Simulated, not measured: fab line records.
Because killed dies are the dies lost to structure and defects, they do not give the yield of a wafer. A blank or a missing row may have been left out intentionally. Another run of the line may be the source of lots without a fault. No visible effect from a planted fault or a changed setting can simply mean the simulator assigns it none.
Matching of chambers | flow sky130 | 4 sister chambers for SKY_VIA4_CMP_21 on cmp-02
The step polishes, stops on SiO2, t overpolish 25 s, target thk 0 nm. 18 wafers are shown with their chamber, then 9 later ones without.

WAFERS PAIRED WITH THEIR CHAMBERS
wafer  | chamber | motorCurrentA (A) | timeToEndpointS (s) | overpolishRunS (s)
L574.2 | 1       | 10.5              | 126                 | 24.999
L574.3 | 3       | 13.5              | 127                 | 25.011
L574.6 | 3       | 13.3              | 133                 | 24.989
L576.1 | 1       | 10.1              | 125                 | 25.004
L576.4 | 3       | 12.8              | 125                 | 24.996
L576.5 | 0       | 10.8              | 127                 | 25.000
L578.1 | 3       | 13.1              | 123                 | 25.002
L578.2 | 2       | 9.1               | 120                 | 24.997
L578.3 | 0       | 10.2              | 124                 | 24.994
L579.4 | 1       | 10.2              | 119                 | 25.002
L579.5 | 0       | 10.8              | 118                 | 25.003
L579.6 | 1       | 9.7               | 119                 | 25.000
L588.1 | 1       | 9.8               | 124                 | 25.016
L588.2 | 3       | 12.6              | 120                 | 25.007
L588.3 | 2       | 9.2               | 119                 | 24.997
L589.1 | 1       | 9.8               | 122                 | 24.991
L589.5 | 3       | 13.4              | 123                 | 25.012
L589.6 | 2       | 9.5               | 120                 | 25.016

SIGNATURES, as means of the wafers listed above
reading         | chamber 0 | chamber 1 | chamber 2 | chamber 3 | scatter within a chamber
motorCurrentA   | 10.600    | 10.017    | 9.267     | 13.117    | 0.319
timeToEndpointS | 123.00    | 122.50    | 119.67    | 125.17    | 3.67
overpolishRunS  | 24.99900  | 25.00200  | 25.00333  | 25.00283  | 0.00855
Rule: for a wafer and a chamber, the distance is found by dividing, reading by reading, the gap between the wafer's reading and the chamber's mean by the reading's scatter, squaring, summing and taking the root. If the next closest chamber is less than 2 further off than the closest, the wafer can't be placed; otherwise it belongs to the closest. How the scatter is found: for the shown wafers, subtract from each reading the mean of its chamber, square and add these, divide the total by (wafers less chambers), then take the root.

WAFERS WITHOUT THEIR CHAMBER
wafer  | motorCurrentA (A) | timeToEndpointS (s) | overpolishRunS (s)
L592.1 | 13.4              | 125                 | 25.011
L592.3 | 9.1               | 122                 | 25.001
L592.6 | 9.0               | 123                 | 25.007
L593.1 | 9.4               | 126                 | 25.012
L593.2 | 10.9              | 122                 | 24.976
L593.3 | 9.3               | 122                 | 25.003
L595.3 | 11.7              | 117                 | 25.003
L595.5 | 9.3               | 121                 | 25.017
L595.6 | 9.6               | 124                 | 24.991

CHAMBER TAKEN BY EACH
wafer  | from the rows above          | in truth
L592.1 | 3                            | 3
L592.3 | 2                            | 2
L592.6 | can't be placed: 2 or 1      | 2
L593.1 | can't be placed: 2 or 1      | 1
L593.2 | can't be placed: 0 or 1      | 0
L593.3 | can't be placed: 2 or 1      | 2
L595.3 | can't be placed: 0 or 3 or 1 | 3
L595.5 | can't be placed: 2 or 1      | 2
L595.6 | can't be placed: 1 or 2 or 0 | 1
Correct placement for 2 of the 9. These rows do not allow placing 7 (true chamber among the candidates in 7). Placed wrongly: 0.
